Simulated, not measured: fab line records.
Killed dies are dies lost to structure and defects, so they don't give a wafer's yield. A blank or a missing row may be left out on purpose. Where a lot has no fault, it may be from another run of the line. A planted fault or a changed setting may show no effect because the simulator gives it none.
Split-lot study || flow sky130 || 5 lots, 23 wafers read, on a route of 708 steps

== THE SPLIT ITSELF ==
At SKY_METAL2_SPUTTER_01 (material TiN, target thk 20 nm, time 16.7 s), the setting timeS was moved away from the recipe's 16.7 s on 8 of the 23 wafers read, by -11.6% to -5.5%. For the rest of the wafers, this setting stayed at what the recipe calls for.

The reading is taken at the split's own step.

== THE READING ==
TiN_of_METAL2_SPUTTER_01.thkNm (the simulator's own value, which no gauge read), in nm, at SKY_METAL2_SPUTTER_01 (material TiN, target thk 20 nm, time 16.7 s). No usual value for it is given in the file. Across the 15 wafers here that went through the recipe, the average is 19.74 nm and the standard deviation 0.32 nm.

{"wafer": "L075.1", "tool, chamber at the split": "pvdSputter-01, -", "timeS as run, s": 16.7, "against the recipe": "recipe", "TiN_of_METAL2_SPUTTER_01.thkNm, nm": 19.59, "against lot-mates on the recipe": "-"}
{"wafer": "L075.2", "tool, chamber at the split": "pvdSputter-01, -", "timeS as run, s": 14.76, "against the recipe": "-11.6%", "TiN_of_METAL2_SPUTTER_01.thkNm, nm": 17.58, "against lot-mates on the recipe": -2.00}
{"wafer": "L075.3", "tool, chamber at the split": "pvdSputter-01, -", "timeS as run, s": 14.76, "against the recipe": "-11.6%", "TiN_of_METAL2_SPUTTER_01.thkNm, nm": 17.26, "against lot-mates on the recipe": -2.32}
{"wafer": "L075.4", "tool, chamber at the split": "pvdSputter-01, -", "timeS as run, s": 16.7, "against the recipe": "recipe", "TiN_of_METAL2_SPUTTER_01.thkNm, nm": 19.39, "against lot-mates on the recipe": "-"}
{"wafer": "L075.6", "tool, chamber at the split": "pvdSputter-01, -", "timeS as run, s": 16.7, "against the recipe": "recipe", "TiN_of_METAL2_SPUTTER_01.thkNm, nm": 19.77, "against lot-mates on the recipe": "-"}
{"wafer": "L078.1", "tool, chamber at the split": "pvdSputter-01, -", "timeS as run, s": 16.7, "against the recipe": "recipe", "TiN_of_METAL2_SPUTTER_01.thkNm, nm": 19.69, "against lot-mates on the recipe": "-"}
{"wafer": "L078.2", "tool, chamber at the split": "pvdSputter-01, -", "timeS as run, s": 15.78, "against the recipe": "-5.5%", "TiN_of_METAL2_SPUTTER_01.thkNm, nm": 18.8, "against lot-mates on the recipe": -0.97}
{"wafer": "L078.3", "tool, chamber at the split": "pvdSputter-01, -", "timeS as run, s": 16.7, "against the recipe": "recipe", "TiN_of_METAL2_SPUTTER_01.thkNm, nm": 19.86, "against lot-mates on the recipe": "-"}
{"wafer": "L078.4", "tool, chamber at the split": "pvdSputter-01, -", "timeS as run, s": 15.78, "against the recipe": "-5.5%", "TiN_of_METAL2_SPUTTER_01.thkNm, nm": 18.92, "against lot-mates on the recipe": -0.85}
{"wafer": "L078.6", "tool, chamber at the split": "pvdSputter-01, -", "timeS as run, s": 15.78, "against the recipe": "-5.5%", "TiN_of_METAL2_SPUTTER_01.thkNm, nm": 18.76, "against lot-mates on the recipe": -1.01}
{"wafer": "L079.2", "tool, chamber at the split": "pvdSputter-01, -", "timeS as run, s": 15.53, "against the recipe": "-7.0%", "TiN_of_METAL2_SPUTTER_01.thkNm, nm": 18.14, "against lot-mates on the recipe": -1.41}
{"wafer": "L079.3", "tool, chamber at the split": "pvdSputter-01, -", "timeS as run, s": 15.53, "against the recipe": "-7.0%", "TiN_of_METAL2_SPUTTER_01.thkNm, nm": 18.26, "against lot-mates on the recipe": -1.29}
{"wafer": "L079.4", "tool, chamber at the split": "pvdSputter-01, -", "timeS as run, s": 16.7, "against the recipe": "recipe", "TiN_of_METAL2_SPUTTER_01.thkNm, nm": 19.66, "against lot-mates on the recipe": "-"}
{"wafer": "L079.5", "tool, chamber at the split": "pvdSputter-01, -", "timeS as run, s": 16.7, "against the recipe": "recipe", "TiN_of_METAL2_SPUTTER_01.thkNm, nm": 19.44, "against lot-mates on the recipe": "-"}
{"wafer": "L079.6", "tool, chamber at the split": "pvdSputter-01, -", "timeS as run, s": 15.53, "against the recipe": "-7.0%", "TiN_of_METAL2_SPUTTER_01.thkNm, nm": 18.12, "against lot-mates on the recipe": -1.43}
{"wafer": "L080.1", "tool, chamber at the split": "pvdSputter-02, -", "timeS as run, s": 16.7, "against the recipe": "recipe", "TiN_of_METAL2_SPUTTER_01.thkNm, nm": 20.44, "against lot-mates on the recipe": "-"}
{"wafer": "L080.5", "tool, chamber at the split": "pvdSputter-02, -", "timeS as run, s": 16.7, "against the recipe": "recipe", "TiN_of_METAL2_SPUTTER_01.thkNm, nm": 20.19, "against lot-mates on the recipe": "-"}
{"wafer": "L080.6", "tool, chamber at the split": "pvdSputter-02, -", "timeS as run, s": 16.7, "against the recipe": "recipe", "TiN_of_METAL2_SPUTTER_01.thkNm, nm": 20.2, "against lot-mates on the recipe": "-"}
{"wafer": "L081.1", "tool, chamber at the split": "pvdSputter-01, -", "timeS as run, s": 16.7, "against the recipe": "recipe", "TiN_of_METAL2_SPUTTER_01.thkNm, nm": 19.97, "against lot-mates on the recipe": "-"}
{"wafer": "L081.2", "tool, chamber at the split": "pvdSputter-01, -", "timeS as run, s": 16.7, "against the recipe": "recipe", "TiN_of_METAL2_SPUTTER_01.thkNm, nm": 19.48, "against lot-mates on the recipe": "-"}
{"wafer": "L081.4", "tool, chamber at the split": "pvdSputter-01, -", "timeS as run, s": 16.7, "against the recipe": "recipe", "TiN_of_METAL2_SPUTTER_01.thkNm, nm": 19.35, "against lot-mates on the recipe": "-"}
{"wafer": "L081.5", "tool, chamber at the split": "pvdSputter-01, -", "timeS as run, s": 16.7, "against the recipe": "recipe", "TiN_of_METAL2_SPUTTER_01.thkNm, nm": 19.52, "against lot-mates on the recipe": "-"}
{"wafer": "L081.6", "tool, chamber at the split": "pvdSputter-01, -", "timeS as run, s": 16.7, "against the recipe": "recipe", "TiN_of_METAL2_SPUTTER_01.thkNm, nm": 19.57, "against lot-mates on the recipe": "-"}

THE FIT
A straight line over all 23 wafers: TiN_of_METAL2_SPUTTER_01.thkNm changes by +0.202 nm for each +1% of timeS; r = +0.94; the points scatter about the line by 0.29 nm.
The same after taking each lot's own level away (the mean of its wafers on the recipe; 23 wafers): +0.187 nm for each +1%; r = +0.98; scatter 0.15 nm.
According to that fit, moving timeS by its largest amount changes the reading by 2.2 nm.
From 19.550 to 20.277 nm: that is the span of the lots' own levels, equal to 2.3 times the standard deviation above.
The two slopes agree, so the slope changes little with the lot-to-lot level.
Check: for one of the wafers moved furthest among these (-11.6%), held out of the fit, the line's prediction against its lot-mates is -2.23 nm. It came out at -2 nm against them.

== ADDITIONAL SPLITS CARRIED BY THESE WAFERS ==
Note: prior to the reading, these wafers also went through further splits. Each is held against what the fit with the lots' levels taken away leaves over:
{"other split on the same wafers": "SKY_LOCAL_INTERCONNECT_METAL_ETCH_14 timeS", "wafers away from the commonest value": 9, "r with TiN_of_METAL2_SPUTTER_01.thkNm (lot level and that fit taken away)": "+0.17"}
{"other split on the same wafers": "SKY_CONTACT_COAT_09 resistThkNm", "wafers away from the commonest value": 7, "r with TiN_of_METAL2_SPUTTER_01.thkNm (lot level and that fit taken away)": "+0.17"}
{"other split on the same wafers": "SKY_CONTACT_ETCH_17 biasW", "wafers away from the commonest value": 4, "r with TiN_of_METAL2_SPUTTER_01.thkNm (lot level and that fit taken away)": -0.07}
{"other split on the same wafers": "SKY_METAL1_SPUTTER_02 powerW", "wafers away from the commonest value": 7, "r with TiN_of_METAL2_SPUTTER_01.thkNm (lot level and that fit taken away)": -0.14}
{"other split on the same wafers": "SKY_VIA1_HDPCVD_00 sih4FlowSccm", "wafers away from the commonest value": 9, "r with TiN_of_METAL2_SPUTTER_01.thkNm (lot level and that fit taken away)": "+0.18"}

== FILE'S OWN FIT ==
TiN_of_METAL2_SPUTTER_01.thkNm changes by +0.187 nm for each +1% of timeS, r = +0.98.
